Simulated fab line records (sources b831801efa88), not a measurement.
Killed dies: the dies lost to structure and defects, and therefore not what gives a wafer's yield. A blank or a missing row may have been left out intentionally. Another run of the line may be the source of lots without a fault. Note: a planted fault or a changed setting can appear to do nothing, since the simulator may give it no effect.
The same fault as seen by 2 desks + flow sky130 + what lay behind the numbers comes last; until then each desk has only its own

DESK OF THE TOOL OWNER: krf-scanner-02
The tool's own readings at SKY_LI_CONTACT_EXPOSE_09 (exposes mask LICM1, target cd 170 nm): means of the sampled wafers that have a number, for each lot that ran on this tool. If a lot's mean is further than 4 standard deviations from the usual mean, the lot is out of limits and carries the mark OUT (the distance appears in the brackets).
Columns: A = focus-offset-nm at SKY_LI_CONTACT_EXPOSE_09, usual 0.0 nm
| lot  | first seen here | A    |
|------|-----------------|------|
| L411 | day 29 05:25    | 0.2  |
| L412 | day 29 15:43    | 0.3  |
| L413 | day 30 08:07    | 0.4  |
| L414 | day 31 11:17    | -0.3 |
| L417 | day 31 18:32    | 0.8  |
| L420 | day 32 20:31    | 0.8  |
| L421 | day 32 22:28    | -0.2 |
| L427 | day 35 03:55    | -0.4 |
| L431 | day 35 20:32    | -0.1 |
This desk's verdict: no lot among the 9 shows anything out of limits.

METROLOGY DESK
What the gauges read, lot by lot, whatever tool the lot ran on: means of the sampled wafers that have a number. If a lot's mean is further than 4 standard deviations from the usual mean, the lot is out of limits and carries the mark OUT (the distance appears in the brackets).
Columns: A = cd-nm at SKY_LI_CONTACT_CD_MEAS_12, usual 170.0 nm; B = LOCAL_INTERCONNECT_OVL at SKY_LOCAL_INTERCONNECT_OVL_MEAS_12, usual -1 nm
| lot  | first seen here | A     | B   |
|------|-----------------|-------|-----|
| L409 | day 29 04:58    | 170.0 | -2  |
| L411 | day 29 18:25    | 169.3 | -2  |
| L412 | day 30 04:58    | 170.9 | -7  |
| L413 | day 30 21:26    | 170.3 | 9   |
| L414 | day 32 01:04    | 170.2 | 4   |
| L417 | day 32 07:30    | 169.7 | -1  |
| L419 | day 33 01:32    | 170.7 | 3   |
| L420 | day 33 09:14    | 168.3 | 6   |
| L421 | day 33 11:20    | 166.8 | -3  |
| L427 | day 35 16:58    | 170.0 | -7  |
| L428 | day 35 23:10    | 171.4 | -1  |
| L431 | day 36 08:34    | 170.8 | -13 |
This desk's verdict: no lot among the 12 shows anything out of limits.

TAKEN TOGETHER
Nothing out of limits was seen by the tool owner's desk.
At the metrology desk, nothing out of limits was observed.

WHAT THE SIMULATOR HAD PUT IN
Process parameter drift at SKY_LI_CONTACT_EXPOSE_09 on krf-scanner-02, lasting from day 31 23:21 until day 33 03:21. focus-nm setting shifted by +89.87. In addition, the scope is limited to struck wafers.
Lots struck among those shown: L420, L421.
